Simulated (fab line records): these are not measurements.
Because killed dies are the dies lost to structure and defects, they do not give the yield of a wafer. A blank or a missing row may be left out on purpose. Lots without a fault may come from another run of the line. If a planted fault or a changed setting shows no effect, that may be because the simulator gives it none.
Comparing a struck lot with a sound one / flow gf180mcu / 15 out of 602 route steps
Sound: these wafers, L282.1, L282.4, L282.6. Wafers L276.1, L276.4, L276.5 were the ones struck. Last of all comes the cause.
Each step with rows lists, per side, the tool, then ch with its chambers, then its first start. Under that, the readings that differ: sound wafers / struck wafers / difference of the means / sigmas: that difference in standard deviations of wafers without a fault.
alike: readings whose means differ by less than 2 such deviations, and words and numbers that are the same on both sides. not compared: withheld readings, readings that some wafer has no value for, bounds like >300 that may hide the same value, and numbers for which the record gives no deviation and whose values overlap.
Wherever a step has rows on one side only, a row that says differs or no value, or a row with sigmas, the two part there. Non-overlapping numbers with no deviation appear without sigmas and do not part them. A reading that every wafer of one side lacks parts them only if that side has two wafers or more.

first, 6 steps without rows for these wafers: GF_M3_HMDS_08 (prime time 60 s); GF_M3_COAT_09 (resist thk 1000 nm); GF_M3_SOFTBAKE_10 (time 60 s); GF_M3_EXPOSE_11 (exposes mask Metal3, target cd 280 nm); GF_M3_PEB_12 (peb time 90 s); GF_M3_DEVELOP_13 (develop time 60 s).
GF_M3_CD_MEAS_14 targets a cd of 280 nm.
  struck on cdSem-01, day 24 03:05; sound on cdSem-01, day 26 00:52
reading=cdNm (nm); sound=281.5 282.5 281.5; struck=277.6 278.9 278.8; difference=-3.4; sigmas=-3
GF_M3_OVL_MEAS_15:
  struck on overlay-01, day 24 03:13; sound on overlay-01, day 26 00:59
  alike: M3_OVL
GF_M3_METAL_ETCH_16: etches the open film in Cl2/BCl3, stops on SiO2, target depth 627.5 nm, time 104.6 s.
  sound on rieMetal-02 ch 0,1, day 26 01:01; struck on rieMetal-01 ch 0,1, day 24 03:14
  alike: drypumpMotorCurrentA, oesProductAu, throttleValvePct
  not compared: rfHoursCounterH
GF_M3_STRIP_17: strips in O2/N2.
  sound on plasmaAsher-04 ch 0,1, day 26 01:08; struck on plasmaAsher-02 ch 0,1, day 24 03:23
  alike: drypumpMotorCurrentA, heaterPowerW, oesProductAu, platenTempC, stripTimeToEndpointS
  not compared: rfHoursCounterH
then, 2 steps without rows for these wafers: GF_M3_STRIP_18 (strips in post etch residue remover, time 1200 s); GF_M3_CLEAN_19 (cleans in DIW).
GF_V3_CVD_00: deposits SiO2, target thk 600 nm, time 100 s.
  sound on hdpcvd-02 ch 0,1, day 26 01:40; struck on hdpcvd-01 ch 0,1, day 24 03:56
reading=sih4FlowSccm (sccm); sound=60.26 60.16 60.31; struck=29.97 30.10 29.80; difference=-30.29; sigmas=-99 or more
reading=model.SiO2_of_V3_CVD_00.thkNm (nm); sound=604 605.5 602.7; struck=302.9 308.1 304.6; difference=-298.9; sigmas=
GF_V3_THK_MEAS_01:
  struck on filmMetro-01, day 24 04:14; sound on filmMetro-03, day 26 01:46
reading=V3_CVD_00_THK (nm); sound=604 605 603; struck=303 308 304; difference=-299; sigmas=-47
  not compared: hold
next, for these wafers, 1 step has no rows: GF_PASSIVATION_PROBE_99.

## WHERE THEY PART
First at GF_M3_CD_MEAS_14; last, within this record, at GF_V3_THK_MEAS_01.

WHY: what had been put in by the simulator
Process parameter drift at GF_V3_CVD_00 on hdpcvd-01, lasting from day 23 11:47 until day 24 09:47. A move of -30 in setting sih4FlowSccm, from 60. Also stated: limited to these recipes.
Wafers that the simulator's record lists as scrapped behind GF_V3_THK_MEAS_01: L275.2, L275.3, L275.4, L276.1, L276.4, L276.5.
